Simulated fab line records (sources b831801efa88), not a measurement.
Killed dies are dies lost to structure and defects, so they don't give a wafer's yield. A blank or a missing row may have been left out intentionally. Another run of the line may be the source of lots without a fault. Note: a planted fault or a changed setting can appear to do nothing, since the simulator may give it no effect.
fab line records ; flow gf180mcu
[record] lots = 24; wafers = 72; last_day = 34
route steps=602 shown V3@444 V4@481 M5@533 PASSIVATION@590
lots that met no fault: taken from a fault-free run of the same line
start_h: start of the lot's first displayed wafer, in hours after the record's first day ; wait_h: hours from the lot's prior step to this one ; " as in the row above ; L1.1+2: a row that stands for several wafers ; - value missing, or start not given ; * or withheld: withheld ; < > ~ a bound
route shown NAME@n: a module of which the file shows steps, and the number in the route of the first ; usual: mean/standard deviation taken from wafers without a fault ; same: alike in all rows ; chamber/n: place in a boat ; sites: per-site readings ; _std_site: the standard deviation of these ; _edge_site: the outer-site mean with the inner-site mean subtracted ; radius_mm: for every site, how far away it sits from the centre of the wafer ; mask NAME#n: copy n ; behind: the most recent tool/chamber to have shaped the wafer ; hold: the reason the lot was held/the length of the hold in hours/how it ended ; device: which transistor (n, p or np) failed to switch ; end of line: the same wafers' tests at the end of the route ; a step with no rows: only its recipe ; killed: at the first sort, the dies lost to defects and structure; wafer yield is something else ; map: the dies of a wafer, with x for killed, . for not killed, _ for no die there
set.NAME: the setting as run; set.NAME@STEP: as run at that earlier step ; model.NAME: the simulator's own value behind a step, which no gauge read
route steps across a sampled set of lots; one table per step, one row per wafer
services: from which hour (start_h, from the record's first day; less than 0 if before it) a tool's chamber was out of use, for how many hours, and why
[[steps]]
[step GF_V3_OVL_MEAS_15]
[usual] V3_OVL = -7/6
lot.wafer;tool;chamber;start_h;wait_h;V3_OVL[nm]
L074.3;overlay-02;-;514.52;0.1;-7
L074.4;overlay-02;-;514.52;0.1;-5
L074.6;overlay-02;-;514.52;0.1;-1
L075.1;overlay-02;-;524.30;0.1;3
L075.2;overlay-02;-;524.30;0.1;-8
L075.4;overlay-02;-;524.30;0.1;-7
L076.1;overlay-02;-;537.73;0.1;-7
L076.3;overlay-02;-;537.73;0.1;-7
L076.4;overlay-02;-;537.73;0.1;-15
L077.1;overlay-01;-;546.15;0.1;-5
L077.2;overlay-01;-;546.15;0.1;-7
L077.6;overlay-01;-;546.15;0.1;-12
L079.1;overlay-01;-;557.14;0.1;-5
L079.2;overlay-01;-;557.14;0.1;-5
L079.4;overlay-01;-;557.14;0.1;-8
L078.2;overlay-01;-;560.96;0.1;-1
L078.4;overlay-01;-;560.96;0.1;3
L078.5;overlay-01;-;560.96;0.1;-1
L080.1;overlay-01;-;571.50;0.1;-11
L080.2;overlay-01;-;571.50;0.1;-16
L080.5;overlay-01;-;571.50;0.1;-9
L081.1;overlay-01;-;574.69;0.1;1
L081.5;overlay-01;-;574.69;0.1;-1
L081.6;overlay-01;-;574.69;0.1;2
L082.1;overlay-02;-;579.69;0.1;-8
L082.4;overlay-02;-;579.69;0.1;-9
L082.5;overlay-02;-;579.69;0.1;-2
L083.2;overlay-02;-;588.50;0.1;-4
L083.4;overlay-02;-;588.50;0.1;-5
L083.6;overlay-02;-;588.50;0.1;-6
L084.3;overlay-02;-;600.91;0.1;2
L084.4;overlay-02;-;600.91;0.1;6
L084.6;overlay-02;-;600.91;0.1;0
L085.4;overlay-01;-;609.51;0.1;-8
L085.5;overlay-01;-;609.51;0.1;-17
L085.6;overlay-01;-;609.51;0.1;-9
L086.2;overlay-01;-;612.41;0.1;-10
L086.5;overlay-01;-;612.41;0.1;-6
L086.6;overlay-01;-;612.41;0.1;-14
L087.2;overlay-02;-;623.36;0.1;5
L087.3;overlay-02;-;623.36;0.1;-3
L087.5;overlay-02;-;623.36;0.1;-2
L088.1;overlay-01;-;630.35;0.1;-1
L088.4;overlay-01;-;630.35;0.1;-11
L088.6;overlay-01;-;630.35;0.1;-6
L089.1;overlay-02;-;634.85;0.1;-10
L089.2;overlay-02;-;634.85;0.1;-13
L089.4;overlay-02;-;634.85;0.1;-15
L090.2;overlay-02;-;641.65;0.1;-7
L090.5;overlay-02;-;641.65;0.1;-5
L090.6;overlay-02;-;641.65;0.1;-5
L091.2;overlay-02;-;654.52;0.1;-5
L091.4;overlay-02;-;654.52;0.1;-14
L091.5;overlay-02;-;654.52;0.1;-3
L092.1;overlay-01;-;658.10;0.1;-9
L092.5;overlay-01;-;658.10;0.1;-7
L092.6;overlay-01;-;658.10;0.1;-9
L093.2;overlay-02;-;664.95;0.1;-11
L093.3;overlay-02;-;664.95;0.1;-14
L093.5;overlay-02;-;664.95;0.1;-11
L094.3;overlay-01;-;671.36;0.1;-14
L094.4;overlay-01;-;671.36;0.1;-18
L094.5;overlay-01;-;671.36;0.1;-16
L095.1;overlay-01;-;677.75;0.1;-11
L095.2;overlay-01;-;677.75;0.1;-15
L095.4;overlay-01;-;677.75;0.1;-9
L096.1;overlay-01;-;689.74;0.1;-2
L096.2;overlay-01;-;689.74;0.1;5
L096.6;overlay-01;-;689.74;0.1;0
L097.2;overlay-02;-;693.85;0.1;-11
L097.3;overlay-02;-;693.85;0.1;-2
L097.5;overlay-02;-;693.85;0.1;-6
[step GF_V3_SPUTTER_21]
[recipe] material = Ti; target_thk_nm = 15; chamber_pressure_pa = 5; power_w = 2500; substrate_temp_c = 200; time_s = 80.02
[usual] chamber_pressure_pa = 5.000/0.0096; substrate_temp_c = 199.99/0.16; throttle_valve_pct = 30.0/1.3
lot.wafer;tool;chamber;start_h;wait_h;chamber_pressure_pa;substrate_temp_c;throttle_valve_pct
L074.3;pvd_sputter-01;-;515.21;0.0;5.001;199.92;31.9
L074.4;pvd_sputter-01;-;515.21;0.0;4.997;200.09;27.8
L074.6;pvd_sputter-01;-;515.21;0.0;5.006;199.92;29.6
L075.1;pvd_sputter-03;-;525.00;0.0;5.002;200.30;30.6
L075.2;pvd_sputter-03;-;525.00;0.0;4.986;199.96;29.8
L075.4;pvd_sputter-03;-;525.00;0.0;4.992;200.11;31.6
L076.1;pvd_sputter-02;-;538.53;0.0;5.017;199.75;29.0
L076.3;pvd_sputter-02;-;538.53;0.0;4.993;199.99;32.3
L076.4;pvd_sputter-02;-;538.53;0.0;5.010;200.23;29.2
L077.1;pvd_sputter-03;-;546.85;0.0;4.997;200.12;30.2
L077.2;pvd_sputter-03;-;546.85;0.0;4.993;199.96;30.3
L077.6;pvd_sputter-03;-;546.85;0.0;5.003;199.86;30.1
L079.1;pvd_sputter-02;-;557.88;0.0;5.003;200.08;31.9
L079.2;pvd_sputter-02;-;557.88;0.0;5.005;200.20;29.0
L079.4;pvd_sputter-02;-;557.88;0.0;4.993;200.22;28.7
L078.2;pvd_sputter-01;-;561.68;0.0;5.008;200.04;27.9
L078.4;pvd_sputter-01;-;561.68;0.0;5.015;199.92;31.8
L078.5;pvd_sputter-01;-;561.68;0.0;4.987;200.20;29.4
L080.1;pvd_sputter-02;-;572.23;0.0;5.005;199.67;29.1
L080.2;pvd_sputter-02;-;572.23;0.0;5.003;200.10;29.2
L080.5;pvd_sputter-02;-;572.23;0.0;5.024;199.96;28.9
L081.1;pvd_sputter-03;-;575.39;0.0;5.005;200.10;30.2
L081.5;pvd_sputter-03;-;575.39;0.0;5.006;199.85;31.6
L081.6;pvd_sputter-03;-;575.39;0.0;5.018;200.07;29.9
L082.1;pvd_sputter-02;-;580.48;0.0;4.998;199.80;28.9
L082.4;pvd_sputter-02;-;580.48;0.0;4.999;199.84;32.0
L082.5;pvd_sputter-02;-;580.48;0.0;4.996;200.08;30.4
L083.2;pvd_sputter-02;-;589.19;0.0;4.995;200.01;28.8
L083.4;pvd_sputter-02;-;589.19;0.0;4.991;200.07;28.9
L083.6;pvd_sputter-02;-;589.19;0.0;4.999;200.27;29.1
L084.3;pvd_sputter-01;-;601.60;0.0;5.020;199.85;27.4
L084.4;pvd_sputter-01;-;601.60;0.0;5.004;199.85;27.9
L084.6;pvd_sputter-01;-;601.60;0.0;5.017;199.97;31.7
L085.4;pvd_sputter-02;-;610.23;0.0;4.991;199.86;30.4
L085.5;pvd_sputter-02;-;610.23;0.0;5.005;200.16;28.9
L085.6;pvd_sputter-02;-;610.23;0.0;5.009;199.74;29.1
L086.2;pvd_sputter-02;-;613.13;0.0;5.007;199.96;30.1
L086.5;pvd_sputter-02;-;613.13;0.0;5.009;199.90;28.9
L086.6;pvd_sputter-02;-;613.13;0.0;4.999;199.78;31.9
L087.2;pvd_sputter-01;-;624.08;0.0;5.016;199.98;31.8
L087.3;pvd_sputter-01;-;624.08;0.0;5.011;200.20;28.5
L087.5;pvd_sputter-01;-;624.08;0.0;4.985;200.31;28.4
L088.1;pvd_sputter-01;-;631.08;0.0;4.987;200.21;29.4
L088.4;pvd_sputter-01;-;631.08;0.0;4.989;199.92;27.9
L088.6;pvd_sputter-01;-;631.08;0.0;4.991;199.97;29.5
L089.1;pvd_sputter-03;-;635.54;0.0;5.012;200.01;31.6
L089.2;pvd_sputter-03;-;635.54;0.0;5.001;200.01;30.2
L089.4;pvd_sputter-03;-;635.54;0.0;4.982;200.01;30.2
L090.2;pvd_sputter-02;-;642.34;0.0;5.001;200.02;30.2
L090.5;pvd_sputter-02;-;642.34;0.0;4.984;199.89;32.3
L090.6;pvd_sputter-02;-;642.34;0.0;5.003;200.20;30.2
L091.2;pvd_sputter-02;-;655.27;0.0;4.993;199.79;32.2
L091.4;pvd_sputter-02;-;655.27;0.0;4.990;199.94;30.2
L091.5;pvd_sputter-02;-;655.27;0.0;4.996;199.99;30.3
L092.1;pvd_sputter-03;-;658.83;0.0;5.000;199.86;31.3
L092.5;pvd_sputter-03;-;658.83;0.0;4.992;200.02;29.9
L092.6;pvd_sputter-03;-;658.83;0.0;4.989;200.07;30.1
L093.2;pvd_sputter-03;-;665.65;0.0;5.001;199.84;30.2
L093.3;pvd_sputter-03;-;665.65;0.0;5.008;200.06;31.4
L093.5;pvd_sputter-03;-;665.65;0.0;5.004;199.90;29.8
L094.3;pvd_sputter-03;-;672.04;0.0;4.993;200.08;30.0
L094.4;pvd_sputter-03;-;672.04;0.0;5.001;200.08;30.1
L094.5;pvd_sputter-03;-;672.04;0.0;4.982;200.10;30.0
L095.1;pvd_sputter-01;-;678.44;0.0;5.001;199.75;29.3
L095.2;pvd_sputter-01;-;678.44;0.0;4.996;199.80;31.9
L095.4;pvd_sputter-01;-;678.44;0.0;5.010;199.72;28.4
L096.1;pvd_sputter-01;-;690.49;0.0;4.994;200.11;28.1
L096.2;pvd_sputter-01;-;690.49;0.0;5.003;200.11;29.3
L096.6;pvd_sputter-01;-;690.49;0.0;4.977;199.86;31.5
L097.2;pvd_sputter-03;-;694.58;0.0;4.989;199.97;30.4
L097.3;pvd_sputter-03;-;694.58;0.0;5.008;200.00;29.9
L097.5;pvd_sputter-03;-;694.58;0.0;5.020;200.14;30.3
[step GF_V4_BOW_MEAS_05]
[recipe] mode = bow
[usual] V4_BOW = 131/8.6
lot.wafer;tool;chamber;start_h;wait_h;V4_BOW[um]
L074.3;film_metro-01;-;540.27;0.3;149
L074.4;film_metro-01;-;540.27;0.3;136
L074.6;film_metro-01;-;540.27;0.3;132
L075.1;film_metro-03;-;548.74;0.2;136
L075.2;film_metro-03;-;548.74;0.2;127
L075.4;film_metro-03;-;548.74;0.2;138
L076.1;film_metro-01;-;562.83;0.2;132
L076.3;film_metro-01;-;562.83;0.2;131
L076.4;film_metro-01;-;562.83;0.2;125
L077.1;film_metro-04;-;571.46;0.1;141
L077.2;film_metro-04;-;571.46;0.1;143
L077.6;film_metro-04;-;571.46;0.1;120
L079.1;film_metro-04;-;582.34;0.1;143
L079.2;film_metro-04;-;582.34;0.1;127
L079.4;film_metro-04;-;582.34;0.1;152
L078.2;film_metro-03;-;585.14;0.1;140
L078.4;film_metro-03;-;585.14;0.1;143
L078.5;film_metro-03;-;585.14;0.1;137
L080.1;film_metro-04;-;595.74;0.2;120
L080.2;film_metro-04;-;595.74;0.2;138
L080.5;film_metro-04;-;595.74;0.2;134
L081.1;film_metro-03;-;598.86;0.1;124
L081.5;film_metro-03;-;598.86;0.1;114
L081.6;film_metro-03;-;598.86;0.1;123
L082.1;film_metro-04;-;604.30;0.1;117
L082.4;film_metro-04;-;604.30;0.1;123
L082.5;film_metro-04;-;604.30;0.1;122
L083.2;film_metro-03;-;612.27;0.2;120
L083.4;film_metro-03;-;612.27;0.2;108
L083.6;film_metro-03;-;612.27;0.2;120
L084.3;film_metro-03;-;625.11;0.2;113
L084.4;film_metro-03;-;625.11;0.2;134
L084.6;film_metro-03;-;625.11;0.2;135
L085.4;film_metro-01;-;632.47;0.3;123
L085.5;film_metro-01;-;632.47;0.3;141
L085.6;film_metro-01;-;632.47;0.3;134
L086.2;film_metro-03;-;635.78;0.1;117
L086.5;film_metro-03;-;635.78;0.1;127
L086.6;film_metro-03;-;635.78;0.1;133
L087.2;film_metro-01;-;645.68;0.1;127
L087.3;film_metro-01;-;645.68;0.1;126
L087.5;film_metro-01;-;645.68;0.1;133
L088.1;film_metro-03;-;653.37;0.2;116
L088.4;film_metro-03;-;653.37;0.2;127
L088.6;film_metro-03;-;653.37;0.2;133
L089.1;film_metro-03;-;657.43;0.2;131
L089.2;film_metro-03;-;657.43;0.2;132
L089.4;film_metro-03;-;657.43;0.2;128
L090.2;film_metro-01;-;664.45;0.2;133
L090.5;film_metro-01;-;664.45;0.2;128
L090.6;film_metro-01;-;664.45;0.2;124
L091.2;film_metro-04;-;676.83;0.1;132
L091.4;film_metro-04;-;676.83;0.1;123
L091.5;film_metro-04;-;676.83;0.1;129
L092.1;film_metro-04;-;680.44;0.1;142
L092.5;film_metro-04;-;680.44;0.1;142
L092.6;film_metro-04;-;680.44;0.1;135
L093.2;film_metro-03;-;687.32;0.3;133
L093.3;film_metro-03;-;687.32;0.3;146
L093.5;film_metro-03;-;687.32;0.3;139
L094.3;film_metro-04;-;693.13;0.1;134
L094.4;film_metro-04;-;693.13;0.1;138
L094.5;film_metro-04;-;693.13;0.1;141
L095.1;film_metro-03;-;699.51;0.2;138
L095.2;film_metro-03;-;699.51;0.2;132
L095.4;film_metro-03;-;699.51;0.2;128
L096.1;film_metro-04;-;711.48;0.2;130
L096.2;film_metro-04;-;711.48;0.2;120
L096.6;film_metro-04;-;711.48;0.2;131
L097.2;film_metro-01;-;715.35;0.2;141
L097.3;film_metro-01;-;715.35;0.2;129
L097.5;film_metro-01;-;715.35;0.2;136
[step GF_V4_ETCH_17]
[recipe] chemistry = C4F8/O2/Ar; mask_material = KrF; target = SiO2; stop_on = TiN; source_w = 1500; bias_w = 1200; pressure_mtorr = 40; c4f8_flow_sccm = withheld; O2_flow_sccm = 6; Ar_flow_sccm = 300; time_s = withheld; target_depth_a = 6300
[usual] oes_product_au = 0.856/0.0043; rf_fwd_power_W = 1493/4.8
lot.wafer;tool;chamber;start_h;wait_h;oes_product_au;rf_fwd_power_W
L074.3;rie_diel-04;3;-;-;0.856;1492
L074.4;rie_diel-04;2;-;-;0.863;1496
L074.6;rie_diel-04;1;-;-;0.860;1495
L075.1;rie_diel-03;3;-;-;0.856;1488
L075.2;rie_diel-03;1;-;-;0.851;1495
L075.4;rie_diel-03;0;-;-;0.853;1497
L076.1;rie_diel-03;1;-;-;0.861;1496
L076.3;rie_diel-03;3;-;-;0.850;1493
L076.4;rie_diel-03;2;-;-;0.851;1483
L077.1;rie_diel-03;2;-;-;0.852;1497
L077.2;rie_diel-03;1;-;-;0.850;1496
L077.6;rie_diel-03;2;-;-;0.848;1494
L079.1;rie_diel-01;1;-;-;0.856;1488
L079.2;rie_diel-01;0;-;-;0.851;1494
L079.4;rie_diel-01;2;-;-;0.859;1491
L078.2;rie_diel-01;2;-;-;0.857;1495
L078.4;rie_diel-01;3;-;-;0.853;1493
L078.5;rie_diel-01;3;-;-;0.856;1494
L080.1;rie_diel-03;2;-;-;0.853;1491
L080.2;rie_diel-03;0;-;-;0.859;1490
L080.5;rie_diel-03;1;-;-;0.857;1499
L081.1;rie_diel-04;2;-;-;0.854;1494
L081.5;rie_diel-04;1;-;-;0.850;1492
L081.6;rie_diel-04;0;-;-;0.855;1494
L082.1;rie_diel-01;0;-;-;0.867;1488
L082.4;rie_diel-01;1;-;-;0.861;1489
L082.5;rie_diel-01;2;-;-;0.858;1494
L083.2;rie_diel-03;3;-;-;0.858;1498
L083.4;rie_diel-03;1;-;-;0.859;1493
L083.6;rie_diel-03;0;-;-;0.854;1490
L084.3;rie_diel-01;2;-;-;0.859;1492
L084.4;rie_diel-01;0;-;-;0.853;1501
L084.6;rie_diel-01;3;-;-;0.863;1484
L085.4;rie_diel-04;0;-;-;0.852;1492
L085.5;rie_diel-04;3;-;-;0.859;1490
L085.6;rie_diel-04;2;-;-;0.858;1493
L086.2;rie_diel-01;3;-;-;0.858;1483
L086.5;rie_diel-01;0;-;-;0.853;1492
L086.6;rie_diel-01;1;-;-;0.855;1495
L087.2;rie_diel-01;3;-;-;0.854;1486
L087.3;rie_diel-01;0;-;-;0.855;1489
L087.5;rie_diel-01;0;-;-;0.847;1491
L088.1;rie_diel-03;1;-;-;0.863;1495
L088.4;rie_diel-03;1;-;-;0.857;1494
L088.6;rie_diel-03;3;-;-;0.854;1490
L089.1;rie_diel-04;2;-;-;0.858;1498
L089.2;rie_diel-04;0;-;-;0.854;1500
L089.4;rie_diel-04;1;-;-;0.855;1495
L090.2;rie_diel-01;0;-;-;0.858;1503
L090.5;rie_diel-01;1;-;-;0.856;1488
L090.6;rie_diel-01;2;-;-;0.853;1493
L091.2;rie_diel-04;1;-;-;0.857;1486
L091.4;rie_diel-04;3;-;-;0.858;1497
L091.5;rie_diel-04;2;-;-;0.853;1495
L092.1;rie_diel-03;0;-;-;0.855;1490
L092.5;rie_diel-03;0;-;-;0.857;1501
L092.6;rie_diel-03;3;-;-;0.858;1487
L093.2;rie_diel-04;3;-;-;0.861;1488
L093.3;rie_diel-04;2;-;-;0.856;1490
L093.5;rie_diel-04;3;-;-;0.857;1496
L094.3;rie_diel-03;3;-;-;0.852;1491
L094.4;rie_diel-03;2;-;-;0.850;1490
L094.5;rie_diel-03;2;-;-;0.847;1497
L095.1;rie_diel-03;0;-;-;0.862;1500
L095.2;rie_diel-03;1;-;-;0.850;1499
L095.4;rie_diel-03;1;-;-;0.859;1495
L096.1;rie_diel-04;2;-;-;0.856;1503
L096.2;rie_diel-04;1;-;-;0.854;1491
L096.6;rie_diel-04;2;-;-;0.851;1501
L097.2;rie_diel-01;0;-;-;0.866;1490
L097.3;rie_diel-01;3;-;-;0.857;1493
L097.5;rie_diel-01;2;-;-;0.854;1500
[step GF_M5_CD_MEAS_07]
[recipe] target_cd_nm = 280
[usual] cd_nm = 279.6/1.5
lot.wafer;tool;chamber;start_h;wait_h;cd_nm
L074.3;cd_sem-02;-;609.06;0.1;281.8
L074.4;cd_sem-02;-;609.06;0.1;281.8
L074.6;cd_sem-02;-;609.06;0.1;282.0
L075.1;cd_sem-02;-;616.33;0.1;280.0
L075.2;cd_sem-02;-;616.33;0.1;280.6
L075.4;cd_sem-02;-;616.33;0.1;280.8
L076.1;cd_sem-02;-;628.28;0.1;280.6
L076.3;cd_sem-02;-;628.28;0.1;279.6
L076.4;cd_sem-02;-;628.28;0.1;279.9
L077.1;cd_sem-01;-;635.92;0.1;278.8
L077.2;cd_sem-01;-;635.92;0.1;280.5
L077.6;cd_sem-01;-;635.92;0.1;279.6
L079.1;cd_sem-01;-;645.93;0.1;280.2
L079.2;cd_sem-01;-;645.93;0.1;279.6
L079.4;cd_sem-01;-;645.93;0.1;281.0
L078.2;cd_sem-01;-;651.05;0.1;278.3
L078.4;cd_sem-01;-;651.05;0.1;277.2
L078.5;cd_sem-01;-;651.05;0.1;277.2
L080.1;cd_sem-01;-;659.33;0.1;277.5
L080.2;cd_sem-01;-;659.33;0.1;277.3
L080.5;cd_sem-01;-;659.33;0.1;277.4
L081.1;cd_sem-02;-;662.28;0.1;281.0
L081.5;cd_sem-02;-;662.28;0.1;281.1
L081.6;cd_sem-02;-;662.28;0.1;280.6
L082.1;cd_sem-02;-;667.57;0.1;279.4
L082.4;cd_sem-02;-;667.57;0.1;277.8
L082.5;cd_sem-02;-;667.57;0.1;278.9
L083.2;cd_sem-02;-;674.75;0.1;282.6
L083.4;cd_sem-02;-;674.75;0.1;282.5
L083.6;cd_sem-02;-;674.75;0.1;282.3
L084.3;cd_sem-02;-;685.57;0.1;279.3
L084.4;cd_sem-02;-;685.57;0.1;277.0
L084.6;cd_sem-02;-;685.57;0.1;277.3
L085.4;cd_sem-01;-;693.09;0.1;279.3
L085.5;cd_sem-01;-;693.09;0.1;279.2
L085.6;cd_sem-01;-;693.09;0.1;280.3
L086.2;cd_sem-02;-;695.64;0.1;277.0
L086.5;cd_sem-02;-;695.64;0.1;277.3
L086.6;cd_sem-02;-;695.64;0.1;277.2
L087.2;cd_sem-02;-;704.79;0.1;278.7
L087.3;cd_sem-02;-;704.79;0.1;278.3
L087.5;cd_sem-02;-;704.79;0.1;277.5
L088.1;cd_sem-01;-;712.97;0.1;280.4
L088.4;cd_sem-01;-;712.97;0.1;280.0
L088.6;cd_sem-01;-;712.97;0.1;281.3
L089.1;cd_sem-01;-;716.18;0.1;280.4
L089.2;cd_sem-01;-;716.18;0.1;281.0
L089.4;cd_sem-01;-;716.18;0.1;280.0
L090.2;cd_sem-02;-;722.99;0.1;279.0
L090.5;cd_sem-02;-;722.99;0.1;280.0
L090.6;cd_sem-02;-;722.99;0.1;278.9
L091.2;cd_sem-02;-;733.85;0.1;277.8
L091.4;cd_sem-02;-;733.85;0.1;278.6
L091.5;cd_sem-02;-;733.85;0.1;278.5
L092.1;cd_sem-02;-;737.08;0.1;279.4
L092.5;cd_sem-02;-;737.08;0.1;279.3
L092.6;cd_sem-02;-;737.08;0.1;279.5
L093.2;cd_sem-02;-;743.95;0.1;281.0
L093.3;cd_sem-02;-;743.95;0.1;280.7
L093.5;cd_sem-02;-;743.95;0.1;279.9
L094.3;cd_sem-02;-;748.67;0.1;281.2
L094.4;cd_sem-02;-;748.67;0.1;280.0
L094.5;cd_sem-02;-;748.67;0.1;279.3
L095.1;cd_sem-01;-;754.28;0.1;278.9
L095.2;cd_sem-01;-;754.28;0.1;280.0
L095.4;cd_sem-01;-;754.28;0.1;279.3
L096.1;cd_sem-01;-;766.62;0.1;279.9
L096.2;cd_sem-01;-;766.62;0.1;279.7
L096.6;cd_sem-01;-;766.62;0.1;280.5
L097.2;cd_sem-02;-;769.19;0.1;280.1
L097.3;cd_sem-02;-;769.19;0.1;281.5
L097.5;cd_sem-02;-;769.19;0.1;279.5
[step GF_PASSIVATION_THK_MEAS_03]
[recipe] reads = Si3N4_of_PASSIVATION_CVD_02
[usual] PASSIVATION_CVD_02_THK = 702/9.5
lot.wafer;tool;chamber;start_h;wait_h;PASSIVATION_CVD_02_THK[nm]
L074.3;film_metro-03;-;653.63;0.2;683
L074.4;film_metro-03;-;653.63;0.2;703
L074.6;film_metro-03;-;653.63;0.2;697
L075.1;film_metro-03;-;661.63;0.2;700
L075.2;film_metro-03;-;661.63;0.2;695
L075.4;film_metro-03;-;661.63;0.2;709
L076.1;film_metro-01;-;672.06;0.1;682
L076.3;film_metro-01;-;672.06;0.1;687
L076.4;film_metro-01;-;672.06;0.1;701
L077.1;film_metro-03;-;679.21;0.1;686
L077.2;film_metro-03;-;679.21;0.1;697
L077.6;film_metro-03;-;679.21;0.1;708
L079.1;film_metro-04;-;689.57;0.1;707
L079.2;film_metro-04;-;689.57;0.1;698
L079.4;film_metro-04;-;689.57;0.1;709
L078.2;film_metro-03;-;693.69;0.2;695
L078.4;film_metro-03;-;693.69;0.2;702
L078.5;film_metro-03;-;693.69;0.2;704
L080.1;film_metro-03;-;702.42;0.1;700
L080.2;film_metro-03;-;702.42;0.1;689
L080.5;film_metro-03;-;702.42;0.1;704
L081.1;film_metro-03;-;703.89;0.1;679
L081.5;film_metro-03;-;703.89;0.1;696
L081.6;film_metro-03;-;703.89;0.1;694
L082.1;film_metro-03;-;710.14;0.1;699
L082.4;film_metro-03;-;710.14;0.1;704
L082.5;film_metro-03;-;710.14;0.1;707
L083.2;film_metro-01;-;715.79;0.2;699
L083.4;film_metro-01;-;715.79;0.2;705
L083.6;film_metro-01;-;715.79;0.2;713
L084.3;film_metro-04;-;726.42;0.2;689
L084.4;film_metro-04;-;726.42;0.2;709
L084.6;film_metro-04;-;726.42;0.2;706
L085.4;film_metro-01;-;733.81;0.0;715
L085.5;film_metro-01;-;733.81;0.0;706
L085.6;film_metro-01;-;733.81;0.0;709
L086.2;film_metro-03;-;735.94;0.2;698
L086.5;film_metro-03;-;735.94;0.2;705
L086.6;film_metro-03;-;735.94;0.2;714
L087.2;film_metro-03;-;744.58;0.2;702
L087.3;film_metro-03;-;744.58;0.2;698
L087.5;film_metro-03;-;744.58;0.2;710
L088.1;film_metro-03;-;752.09;0.1;687
L088.4;film_metro-03;-;752.09;0.1;703
L088.6;film_metro-03;-;752.09;0.1;689
L089.1;film_metro-01;-;754.55;0.1;695
L089.2;film_metro-01;-;754.55;0.1;703
L089.4;film_metro-01;-;754.55;0.1;711
L090.2;film_metro-01;-;763.69;0.2;687
L090.5;film_metro-01;-;763.69;0.2;708
L090.6;film_metro-01;-;763.69;0.2;703
L091.2;film_metro-04;-;771.55;0.2;700
L091.4;film_metro-04;-;771.55;0.2;709
L091.5;film_metro-04;-;771.55;0.2;722
L092.1;film_metro-01;-;775.32;0.1;712
L092.5;film_metro-01;-;775.32;0.1;711
L092.6;film_metro-01;-;775.32;0.1;706
L093.2;film_metro-03;-;780.20;0.2;711
L093.3;film_metro-03;-;780.20;0.2;693
L093.5;film_metro-03;-;780.20;0.2;714
L094.3;film_metro-01;-;785.69;0.2;720
L094.4;film_metro-01;-;785.69;0.2;714
L094.5;film_metro-01;-;785.69;0.2;711
L095.1;film_metro-04;-;790.88;0.1;691
L095.2;film_metro-04;-;790.88;0.1;698
L095.4;film_metro-04;-;790.88;0.1;710
L096.1;film_metro-04;-;802.04;0.1;707
L096.2;film_metro-04;-;802.04;0.1;705
L096.6;film_metro-04;-;802.04;0.1;714
L097.2;film_metro-01;-;805.29;0.2;703
L097.3;film_metro-01;-;805.29;0.2;697
L097.5;film_metro-01;-;805.29;0.2;718
[[services]]
tool;chamber;start_h;hours;kind
pvd_sputter-02;-;500.35;3.0;repair
rie_diel-01;1;502.96;7.0;repair
rie_diel-03;3;517.27;16.5;repair
pvd_sputter-02;-;532.79;3.6;repair
pvd_sputter-03;-;541.90;1.8;repair
pvd_sputter-01;-;554.94;5.0;repair
pvd_sputter-02;-;561.35;1.7;repair
rie_diel-03;-;565.16;1.7;repair
rie_diel-01;-;576.36;2.8;pm
pvd_sputter-03;-;578.31;3.4;repair
pvd_sputter-03;-;586.93;3.3;repair
pvd_sputter-03;-;597.19;5.2;repair
rie_diel-01;1;599.72;2.5;repair
pvd_sputter-03;-;612.64;1.7;repair
rie_diel-03;2;632.37;4.5;repair
rie_diel-03;1;641.10;5.1;repair
rie_diel-01;0;662.46;2.5;repair
rie_diel-03;0;672.02;5.7;repair
rie_diel-03;1;702.97;2.2;repair
pvd_sputter-03;-;704.84;3.0;repair
rie_diel-03;2;717.07;4.1;repair
pvd_sputter-03;-;720.61;24.3;repair
rie_diel-01;2;723.82;7.9;repair
rie_diel-04;-;727.13;2.8;pm
[[key]]
fault none
